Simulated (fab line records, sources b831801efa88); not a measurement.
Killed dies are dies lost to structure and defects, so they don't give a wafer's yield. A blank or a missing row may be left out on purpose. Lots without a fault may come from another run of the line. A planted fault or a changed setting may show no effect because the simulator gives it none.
A struck lot beside a sound one | flow sky130 | 17 steps out of a route of 708
Sound: wafers L320.1, L320.4, L320.6. Struck: wafers L313.4, L313.5, L313.6. The cause comes at the end.
At each step with rows: each side's tool, then ch and its chambers, then its first start. Under that, the readings that differ: sound wafers | struck wafers | difference of the means | sigmas: that difference in standard deviations of wafers without a fault.
alike: readings whose means differ by less than 2 such deviations, and words and numbers that are the same on both sides. not compared: withheld readings, readings that some wafer has no value for, bounds like >300 that may hide the same value, and numbers for which the record gives no deviation and whose values overlap.
The two part at a step that has a row with sigmas, a row that says differs or no value, or rows on one side only. Numbers that don't overlap but have no deviation are shown without sigmas and don't part them. A reading that every wafer of one side lacks parts them only if that side has two wafers or more.

SKY_METAL4_SPUTTER_04: material TiN, target thk 70 nm, time 58.3 s.
  sound on pvd_sputter-02, day 45 03:48; struck on pvd_sputter-04, day 42 16:59
  alike: throttle_valve_pct
SKY_CAP2M_CVD_00: deposits SiO2, target thk 15.5 nm.
  sound on pecvd-03 ch 0,1, day 45 03:51; struck on pecvd-02 ch 0,1,2, day 42 17:03
  alike: heater_power_w, susceptor_temp_C
SKY_CAP2M_THK_MEAS_01:
  sound on film_metro-01, day 45 03:52; struck on film_metro-02, day 42 17:05
  alike: CAP2M_CVD_00_THK
SKY_CAP2M_SPUTTER_02: material TiN, target thk 200 nm, time 166.7 s.
  sound on pvd_sputter-01, day 45 03:56; struck on pvd_sputter-02, day 42 17:07
  alike: susceptor_temp_C, throttle_valve_pct
SKY_CAP2M_RS_MEAS_03: measures by four-point-probe.
  sound on film_metro-02, day 45 04:02; struck on film_metro-04, day 42 17:17
  alike: CAP2M_TIN_RS
SKY_CAP2M_THK_MEAS_04: measures by xrf.
  sound on film_metro-02, day 45 04:10; struck on film_metro-04, day 42 17:23
  alike: CAP2M_TIN_THK
then, 6 steps without rows for these wafers: SKY_CAP2M_DEHYDRATE_05 (time 60 s); SKY_CAP2M_HMDS_06 (prime time 60 s); SKY_CAP2M_COAT_07 (resist thk 1140 nm); SKY_CAP2M_SOFTBAKE_08 (time 60 s); SKY_CAP2M_EXPOSE_09 (exposes mask CAP2M, target cd 1000 nm); SKY_CAP2M_PEB_10.
SKY_CAP2M_DEVELOP_11: develop time 60 s.
  sound on litho_track-04 ch 0, day 46 00:53; struck on litho_track-02 ch 0, day 43 16:19
  alike: resist_line_temp_C
SKY_CAP2M_OVL_MEAS_12:
  sound on overlay-02, day 46 01:02; struck on overlay-02, day 43 16:25
  alike: CAP2M_OVL
SKY_CAP2M_METAL_ETCH_13: etches TiN in Cl2/BCl3, stops on SiO2, target depth 220 nm, time 62.9 s.
  sound on rie_metal-01 ch 0,1, day 46 01:05; struck on rie_metal-04 ch 0,1, day 43 16:28
  reading                | sound           | struck         | difference | sigmas
  model.CAP2M.cd_nm (nm) | 999.5 1001 1001 | 1006 1007 1006 | +6         |
  alike: drypump_motor_current_A, he_backside_leak_sccm, oes_product_au, throttle_valve_pct
  not compared: rf_hours_counter_h
SKY_CAP2M_STRIP_14: strips in O2/N2.
  sound on plasma_asher-02 ch 0,1, day 46 01:10; struck on plasma_asher-03 ch 0,1, day 43 16:33
  alike: drypump_motor_current_A, oes_product_au, strip_time_to_endpoint_s
  not compared: rf_hours_counter_h
then, 1 step without rows for these wafers: SKY_PAD_OPEN_PROBE_99.

WHERE THEY PART
Nowhere in this record.

WHY: what the simulator had put in
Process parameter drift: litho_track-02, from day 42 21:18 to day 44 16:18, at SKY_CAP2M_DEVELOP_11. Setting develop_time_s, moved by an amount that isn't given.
